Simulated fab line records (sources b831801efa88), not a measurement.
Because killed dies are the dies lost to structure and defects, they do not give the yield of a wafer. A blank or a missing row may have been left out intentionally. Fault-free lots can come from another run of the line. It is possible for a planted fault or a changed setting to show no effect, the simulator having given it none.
What tool caused it? / flow sky130 / Sampling: 6 lots, 18 wafers, 2 of 708 route steps

## WHAT EACH GAUGE READ, for each wafer
SKY_VIA3_RS_MEAS_22: the measuring method here is four-point-probe.
lot=L753; measured=day 40 14:14; on=filmMetro-04; VIA3_W_RS (ohm/sq)=0.298 0.292 0.306
lot=L756; measured=day 41 02:20; on=filmMetro-02; VIA3_W_RS (ohm/sq)=0.287 0.294 0.284
lot=L762; measured=day 42 18:37; on=filmMetro-02; VIA3_W_RS (ohm/sq)=0.297 0.289 0.294
lot=L770; measured=day 44 23:30; on=filmMetro-03; VIA3_W_RS (ohm/sq)=0.279 0.278 0.286
lot=L772; measured=day 45 08:58; on=filmMetro-02; VIA3_W_RS (ohm/sq)=0.283 0.291 0.292
lot=L773; measured=day 46 11:38; on=filmMetro-04; VIA3_W_RS (ohm/sq)=0.287 0.291 0.284

## EACH LOT AND THE TOOL THAT RAN IT (in order: tool; ch and the chambers of the sampled wafers; start)
lot=L753; SKY_VIA3_CMP_02=cmp-02 ch 0,2,3, day 39 13:13
lot=L756; SKY_VIA3_CMP_02=cmp-02 ch 0,2,3, day 40 00:44
lot=L762; SKY_VIA3_CMP_02=cmp-01 ch 0,3, day 41 18:04
lot=L770; SKY_VIA3_CMP_02=cmp-02 ch 0,3, day 44 00:22
lot=L772; SKY_VIA3_CMP_02=cmp-01 ch 1,2,3, day 44 10:11
lot=L773; SKY_VIA3_CMP_02=cmp-02 ch 0,3, day 45 13:08
- SKY_VIA3_CMP_02: polishes SiO2.

## THE ANSWER, worked out from the rows above alone
Rule: what is usual is taken from the lots themselves. Put in order of their means at a reading, lots are off if they are a third of the lots or fewer, leave a main group of 4 or more, and stand apart from it by a gap of 3 or more times the standard deviation of the main group's means; of several such gaps the widest counts. A main group is skipped when, at the precision printed for the reading in the tables above, its means are all equal. A lot without any number at a reading at which 4 lots or more have one is off too. Where the step has rows for the other lots, those lots are counted as sound.
No lot is off at any reading shown: from this, nothing can be told.

## WHAT THE SIMULATOR HAD PUT IN
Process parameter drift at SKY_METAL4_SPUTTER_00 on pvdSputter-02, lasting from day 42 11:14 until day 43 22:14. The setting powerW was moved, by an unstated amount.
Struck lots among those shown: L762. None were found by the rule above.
